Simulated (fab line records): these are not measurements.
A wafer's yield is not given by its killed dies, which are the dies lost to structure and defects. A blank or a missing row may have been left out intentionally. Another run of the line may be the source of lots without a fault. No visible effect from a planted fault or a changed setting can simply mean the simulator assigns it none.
Which tool is to blame? -- flow sky130 -- Sampling: 11 lots, 33 wafers, 3 of 708 route steps

WHAT THE GAUGES SHOWED, per wafer
SKY_PASSIVATION_THK_MEAS_01.
lot,measured,on,PASSIVATION_CVD_00_THK (nm)
L471,day 43 19:49,film metro-01,88.6 90.8 91.6
L472,day 43 22:21,film metro-02,89.4 90.6 90.2
L473,day 44 13:29,film metro-04,89.7 88.8 91.0
L474,day 44 23:38,film metro-01,88.7 90.1 91.0
L476,day 45 11:37,film metro-04,90.4 91.4 89.9
L478,day 46 06:07,film metro-04,89.7 89.3 89.6
L480,day 46 12:53,film metro-01,148.4 149.9 151.2
L484,day 47 11:17,film metro-04,149.0 148.0 150.6
L485,day 48 00:20,film metro-02,90.5 90.6 92.2
L488,day 48 08:44,film metro-02,88.8 91.5 91.5
L493,day 49 14:28,film metro-04,89.7 90.9 91.0

TOOL THAT RAN EACH LOT (tool first, then ch and the chambers of the sampled wafers, then the start)
lot,SKY_CAP2M_STRIP_14,SKY_PASSIVATION_CVD_00
L471,"plasma asher-04 ch 0,1, day 40 18:05","pecvd-03 ch 1,2, day 43 19:48"
L472,"plasma asher-04 ch 0,1, day 40 19:50","pecvd-02 ch 0,2, day 43 22:20"
L473,"plasma asher-02 ch 0,1, day 41 12:11","pecvd-03 ch 1,2, day 44 13:28"
L474,"plasma asher-04 ch 0,1, day 41 22:02","pecvd-01 ch 0,1,2, day 44 23:37"
L476,"plasma asher-02 ch 0,1, day 42 11:49","pecvd-01 ch 0,1, day 45 11:34"
L478,"plasma asher-01 ch 0,1, day 43 08:35","pecvd-02 ch 1,2, day 46 06:06"
L480,"plasma asher-02 ch 0,1, day 43 16:40","pecvd-01 ch 0,1, day 46 12:50"
L484,"plasma asher-04 ch 0, day 44 16:10","pecvd-01 ch 0,1,2, day 47 11:16"
L485,"plasma asher-04 ch 0,1, day 45 06:35","pecvd-03 ch 0,1, day 48 00:19"
L488,"plasma asher-01 ch 0,1, day 45 14:35","pecvd-03 ch 0,2, day 48 08:42"
L493,"plasma asher-02 ch 0,1, day 47 00:22","pecvd-02 ch 0,1,2, day 49 14:27"
- SKY_CAP2M_STRIP_14: strips in O2/N2.
- SKY_PASSIVATION_CVD_00: deposits SiO2, target thk 90 nm.

THE ANSWER, worked out from the rows above alone
Rule: the lots themselves supply what counts as usual. Put in order of their means at a reading, lots are off if they are a third of the lots or fewer, leave a main group of 4 or more, and stand apart from it by a gap of 3 or more times the standard deviation of the main group's means; of several such gaps the widest counts. Not used: any main group whose means are identical at the precision the tables above print for the reading. Also off: a lot with no number at a reading for which 4 or more lots have one. All remaining lots with rows at the step are treated as sound.
Off: at SKY_PASSIVATION_THK_MEAS_01 (PASSIVATION_CVD_00_THK), L480, L484. Main group: mean 90.3 nm, sd 0.45.
A tool fits if, at a process step before that reading, it ran every lot that is off, and no sound lot after the first of them. Those tools and the gauges at SKY_PASSIVATION_THK_MEAS_01 are tried in the same way. One fits: SKY_PASSIVATION_CVD_00 on pecvd-01. A fault onset in the window from L476 (day 45 11:34, its last sound lot) to L480 (day 46 12:50, its first lot off) fits.

WHAT THE SIMULATOR PUT IN
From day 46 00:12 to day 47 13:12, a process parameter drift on pecvd-01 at SKY_PASSIVATION_CVD_00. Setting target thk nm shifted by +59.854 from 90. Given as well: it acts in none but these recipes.
Lots struck among those shown: L480, L484. The same result came from the rule above.
